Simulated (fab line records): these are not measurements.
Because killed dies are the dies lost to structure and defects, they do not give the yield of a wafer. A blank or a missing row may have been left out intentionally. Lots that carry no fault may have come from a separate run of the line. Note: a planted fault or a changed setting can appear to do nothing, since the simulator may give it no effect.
Matching of chambers | flow gf180mcu | GF_POLY_GATE_ETCH_13 on rie-si-02 has 4 sister chambers
The step etches poly-Si in HBr/Cl2, stops on SiO2, target depth 198.5 nm, time 69.6 s. 8 wafers are shown with their chamber, then 8 later ones without.

## WAFERS PAIRED WITH THEIR CHAMBERS
wafer  | chamber | drypump-motor-current-A (A) | oes-product-au (a.u.)
L074.6 | 1       | 6.4                         | 0.972
L084.6 | 3       | 5.4                         | 0.978
L090.2 | 2       | 6.3                         | 1.017
L090.3 | 3       | 5.4                         | 0.983
L091.3 | 0       | 5.4                         | 0.974
L091.4 | 2       | 6.3                         | 1.002
L091.5 | 0       | 5.3                         | 0.992
L094.1 | 1       | 6.4                         | 0.973

## WAFERS WHOSE CHAMBER IS MISSING
wafer  | drypump-motor-current-A (A) | oes-product-au (a.u.)
L094.4 | 6.4                         | 0.973
L094.5 | 6.3                         | 0.989
L095.4 | 6.3                         | 1.012
L095.5 | 5.4                         | 0.979
L095.6 | 6.3                         | 0.982
L097.1 | 5.3                         | 0.978
L097.4 | 6.4                         | 0.979
L097.5 | 6.3                         | 1.007

## EACH ONE'S CHAMBER
wafer  | from the rows above     | in truth
L094.4 | 1                       | 1
L094.5 | can't be placed: 2 or 1 | 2
L095.4 | 2                       | 2
L095.5 | can't be placed: 3 or 0 | 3
L095.6 | can't be placed: 1 or 2 | 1
L097.1 | can't be placed: 0 or 3 | 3
L097.4 | 1                       | 1
L097.5 | 2                       | 2
Placed correctly: 4 of 8. From these rows, 4 cannot be placed; in 4 the true chamber is one of the candidates. Wrongly placed: 0.
How it was worked out, from the rows above alone: a wafer's distance from a chamber is the root of the sum, over the readings, of the square of ((its reading less the chamber's mean) divided by the reading's scatter). If the next closest chamber is less than 2 further off than the closest, the wafer can't be placed; otherwise it belongs to the closest. Each chamber's mean is taken over the wafers shown for it. The scatter: take each reading less its chamber's mean, square it, sum over the shown wafers, divide by the number of wafers less the number of chambers, and take the root.
